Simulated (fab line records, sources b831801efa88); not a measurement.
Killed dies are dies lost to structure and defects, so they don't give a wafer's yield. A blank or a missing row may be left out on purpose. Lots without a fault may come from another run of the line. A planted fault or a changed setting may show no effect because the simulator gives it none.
Chamber matching | flow gf180mcu | GF_V2_CMP_04 on cmp-01: 4 sister chambers
The step polishes SiO2. 8 wafers are shown with their chamber, then 7 later ones without.

WAFERS WITH THEIR CHAMBER
wafer  | chamber | motor_current_A (A) | time_to_endpoint_s (s)
L716.4 | 2       | 10.5                | 83
L722.6 | 1       | 13.6                | 95
L726.6 | 2       | 12.1                | 84
L728.2 | 1       | 12.8                | 85
L728.3 | 0       | 10.0                | 84
L728.6 | 3       | 13.1                | 87
L737.1 | 0       | 10.3                | 78
L737.3 | 3       | 12.6                | 80

WAFERS WITHOUT THEIR CHAMBER
wafer  | motor_current_A (A) | time_to_endpoint_s (s)
L737.5 | 10.1                | 83
L738.2 | 10.8                | 77
L738.4 | 11.1                | 77
L738.5 | 12.7                | 85
L739.1 | 11.8                | 74
L739.3 | 12.8                | 78
L739.5 | 10.3                | 85

WHICH CHAMBER EACH WENT THROUGH
wafer  | from the rows above               | in truth
L737.5 | can't be placed: 0 or 2           | 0
L738.2 | can't be placed: 0 or 2           | 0
L738.4 | can't be placed: 2 or 0 or 3      | 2
L738.5 | can't be placed: 3 or 1 or 2      | 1
L739.1 | can't be placed: 2 or 3 or 0 or 1 | 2
L739.3 | can't be placed: 3 or 2 or 1      | 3
L739.5 | can't be placed: 0 or 2           | 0
Placed correctly: 0 of 7. Can't be placed from these rows: 7 (the true chamber is among the candidates in 7). Placed wrongly: 0.
How it was worked out, from the rows above alone: a wafer's distance from a chamber is the root of the sum, over the readings, of the square of ((its reading less the chamber's mean) divided by the reading's scatter). The wafer belongs to the nearest chamber; if the next one is less than 2 further off, it can't be placed. A chamber's mean is the mean of its shown wafers. The scatter: the root of (the sum of the squares of (reading less its chamber's mean) over the shown wafers, divided by (wafers less chambers)).
